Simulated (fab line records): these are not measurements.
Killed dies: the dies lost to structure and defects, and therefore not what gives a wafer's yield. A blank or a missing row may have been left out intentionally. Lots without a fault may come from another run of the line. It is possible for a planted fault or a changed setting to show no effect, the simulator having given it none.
Problem report in the 8D (eight disciplines) form, filled by code ; flow sky130 ; the parts of the form that need people (team, actions taken, sign-off) are left out

1. WHAT WENT WRONG
At SKY_PAD_OPEN_PROBE_99, killed_at_M4_up averages 46.5 over 2 wafers from 2 lots, while fault-free wafers read 3.0, standard deviation 1.7. That puts it +26 standard deviations away from the usual mean.
Earliest sighting: wafer L628.6 on prober-02 at day 48 22:28. Wafers with a number at this step in the record: 19, from 7 lots. Rule for "out", or "out of limits": more than 4 standard deviations from the usual mean. The other wafers with a number count as sound.

2. WHAT THIS IS AND IS NOT
question;is;is not
which readings at this step;killed_at_M4_up, defect_limited_yield, killed_dies, sort_bin_5_function, sort_n_pass, sort_yield_pct;killed_at_M0_to_M3, killed_at_contacts, killed_at_other, killed_on_rim, killed_open, killed_short, sort_bin_6_memory
which lots;L628, L630;L619, L622, L629, L631, L636
which wafers of those lots;L628.6, L630.3;L628.4, L628.5, L630.2, L630.5
read on which tools;prober-02;prober-01
when;from day 48 22:28;"up to then (8 sound wafers); but 9 sound wafers of L629, L630, L631, L636 came after"

3. SUSPECTS, AND WHAT RULES EACH OUT
Counting: if a tool at a process step up to the reading ran every lot that is out, it stays a suspect. Sound lots after the first of them don't rule it out here, since some wafers of a struck lot are sound.
- rie_diel-04 at SKY_VIA4_ETCH_12 (etches SiO2 in C4F8/O2/Ar, stops on TiN, target depth 580 nm): kept. It ran every lot that is out, first L628 (day 46 06:56).
- prober-02 at SKY_PAD_OPEN_PROBE_99: kept. It ran every lot that is out, first L628 (day 48 22:22); its last sound lot up to then is L619 (day 46 12:39). Out on those wafers are its own readings of defect_limited_yield, killed_at_M4_up, killed_dies, sort_bin_5_function, sort_n_pass, sort_yield_pct.
- In rie_diel-04 at SKY_VIA4_ETCH_12, the wafers that are out were processed in chamber 3 and their sound lot-mates in chambers 0, 1, 2.
The count leaves prober-02 at SKY_PAD_OPEN_PROBE_99 and rie_diel-04 at SKY_VIA4_ETCH_12.

4. THE CAUSE (what the simulator had put in)
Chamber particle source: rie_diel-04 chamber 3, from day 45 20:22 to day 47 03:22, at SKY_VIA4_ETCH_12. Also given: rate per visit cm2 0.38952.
After counting, 2 suspects remain, this tool included.

5. THE CHAIN OF EFFECTS, in route order
Each row: a reading where the mean over the struck wafers with a number is more than 3 standard deviations away from the usual. Readings are gone through only where the record gives a usual standard deviation; hours: the median, over the lots, of the time from a lot's start at the first step in this table giving one to that lot's start at this step; sigmas: the change measured in usual standard deviations.
hours;step;reading;usual;on struck wafers;change;sigmas
0;SKY_PAD_OPEN_PROBE_99;defect_limited_yield;82.0 %;72.0;-10.0;-5.3
0;SKY_PAD_OPEN_PROBE_99;killed_at_M4_up;3.0;46.5;+43.5;+26
0;SKY_PAD_OPEN_PROBE_99;killed_dies;89;138;+49;+5.1
0;SKY_PAD_OPEN_PROBE_99;sort_bin_5_function;10.7 %;17.8;+7.1;+5.1
0;SKY_PAD_OPEN_PROBE_99;sort_n_pass;403;354;-49;-5.1
0;SKY_PAD_OPEN_PROBE_99;sort_yield_pct;82.0 %;72.0;-10.0;-5.3
It contains these process steps:
- SKY_PAD_OPEN_PROBE_99

6. HOW IT WOULD HAVE BEEN CAUGHT EARLIER
In this record the first reading out of limits was taken at day 48 22:28, 74 hours after the fault began at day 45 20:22.
An alarm limit of 4 standard deviations would not have fired on the tool readings at SKY_VIA4_ETCH_12 for which the record gives a usual standard deviation, since none of them was out on any struck wafer.
By day 48 22:28 the whole set of lots that are out, 2 in number, had already begun SKY_VIA4_ETCH_12 on rie_diel-04. Had the tool been put on hold then, not one of them would have been saved.
